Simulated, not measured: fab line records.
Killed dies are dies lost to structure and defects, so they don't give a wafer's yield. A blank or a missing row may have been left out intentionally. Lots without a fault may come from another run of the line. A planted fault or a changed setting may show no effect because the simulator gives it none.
A struck lot beside a sound one || flow sky130 || 16 out of 708 route steps
Sound: the wafers L681.2, L681.4, L681.6. Struck: wafers L687.2, L687.4. (L687.3 of the same lot was not struck and is left out.) The cause comes at the end.
Order at every step that has rows: each side's tool, ch and its chambers, its first start. Under that, the readings that differ: sound wafers || struck wafers || difference of the means || sigmas: that difference in standard deviations of wafers without a fault.
alike: a reading whose means differ by less than 2 such deviations, as well as words and numbers matching on both sides. not compared: withheld readings; readings where some wafer has no value; bounds like >300 that might hide an equal value; numbers whose values overlap and for which the record gives no deviation.
The two part at a step that has a row with sigmas, a row that says differs or no value, or rows on one side only. Numbers that don't overlap but have no deviation are shown without sigmas and don't part them. A reading that every wafer of one side lacks parts them only if that side has two wafers or more.

first, 8 steps without rows for these wafers: SKY_METAL2_DEHYDRATE_07 (time 60 s); SKY_METAL2_HMDS_08 (prime time 60 s); SKY_METAL2_COAT_09 (resist thk 60 nm); SKY_METAL2_COAT_10 (resist thk 450 nm); SKY_METAL2_SOFTBAKE_11 (time 90 s); SKY_METAL2_EXPOSE_12 (exposes mask MM2, target cd 140 nm); SKY_METAL2_PEB_13; SKY_METAL2_DEVELOP_14 (develop time 60 s).
SKY_METAL2_CD_MEAS_15 targets a cd of 140 nm.
  struck on cdSem-01, day 38 18:13; sound on cdSem-01, day 37 00:56
  alike: cdNm
SKY_METAL2_OVL_MEAS_16:
  struck on overlay-02, day 38 18:20; sound on overlay-02, day 37 01:02
  alike: METAL2_OVL
SKY_METAL2_DESCUM_17: chemistry O2, time 8 s.
  sound on rieMetal-02 ch 0,1, day 37 01:04; struck on rieMetal-03 ch 0, day 38 18:22
  alike: drypumpMotorCurrentA, oesProductAu
  not compared: rfHoursCounterH
SKY_METAL2_ETCH_18: etches BARC in N2/H2, stops on SiO2, time 45.9 s, target depth 60 nm.
  sound on rieMetal-02 ch 0,1, day 37 01:06; struck on rieMetal-03 ch 0, day 38 18:23
  alike: biasW, drypumpMotorCurrentA, oesProductAu, throttleValvePct
  not compared: rfHoursCounterH
SKY_METAL2_METAL_ETCH_19: etches the open film in Cl2/BCl3, stops on SiO2, target depth 360 nm, time 78 s.
  sound on rieMetal-02 ch 0,1, day 37 01:10; struck on rieMetal-03 ch 0, day 38 18:28
{"reading": "biasW (W)", "sound": "48.61 48.47 48.48", "struck": "60.32 60.18", "difference": "+11.73", "sigmas": "+90"}
{"reading": "model.KrF-thick_of_METAL2_COAT_10.thkNm (nm)", "sound": "161.7 161.6 167.5", "struck": "132.4 133.6", "difference": -30.6, "sigmas": ""}
  alike: drypumpMotorCurrentA, oesProductAu, throttleValvePct
  not compared: rfHoursCounterH
SKY_METAL2_STRIP_20: strips in O2/N2.
  sound on plasmaAsher-02 ch 0,1, day 37 01:16; struck on plasmaAsher-02 ch 0,1, day 38 18:33
{"reading": "stripTimeToEndpointS (s)", "sound": "2.73 2.74 2.80", "struck": "2.39 2.42", "difference": -0.35, "sigmas": -7}
  alike: drypumpMotorCurrentA, oesProductAu
  not compared: rfHoursCounterH
then, 1 step without rows for these wafers: SKY_METAL2_STRIP_21 (strips in post etch residue remover, time 1200 s).
-- the record jumps here: 10 days lie between the struck wafers' starts before and after (it left off in module METAL2 and takes up again in module PAD_OPEN, whose first step shown is number 708 of the route) --
SKY_PAD_OPEN_PROBE_99:
  struck on prober-01, day 48 14:52; sound on prober-01, day 47 06:29
  alike: defectLimitedYield, killed_at_M0_to_M3, killed_at_M4_up, killedAtContacts, killedAtFrontEnd, killedAtOther, killedDies, killedOpen, killedShort, sort_bin_3_pad_short, sort_bin_5_function, sort_bin_6_memory, sortNPass, sortYieldPct

WHERE THEY PART
Earliest at SKY_METAL2_METAL_ETCH_19; latest, in this record, at SKY_METAL2_STRIP_20. Later steps at which nothing parts them and some readings are alike: SKY_PAD_OPEN_PROBE_99.

WHY: the cause the simulator had injected
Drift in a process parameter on rieMetal-03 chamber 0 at SKY_METAL2_METAL_ETCH_19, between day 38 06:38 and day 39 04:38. From 48.5, the setting biasW moved by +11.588. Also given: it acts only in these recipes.
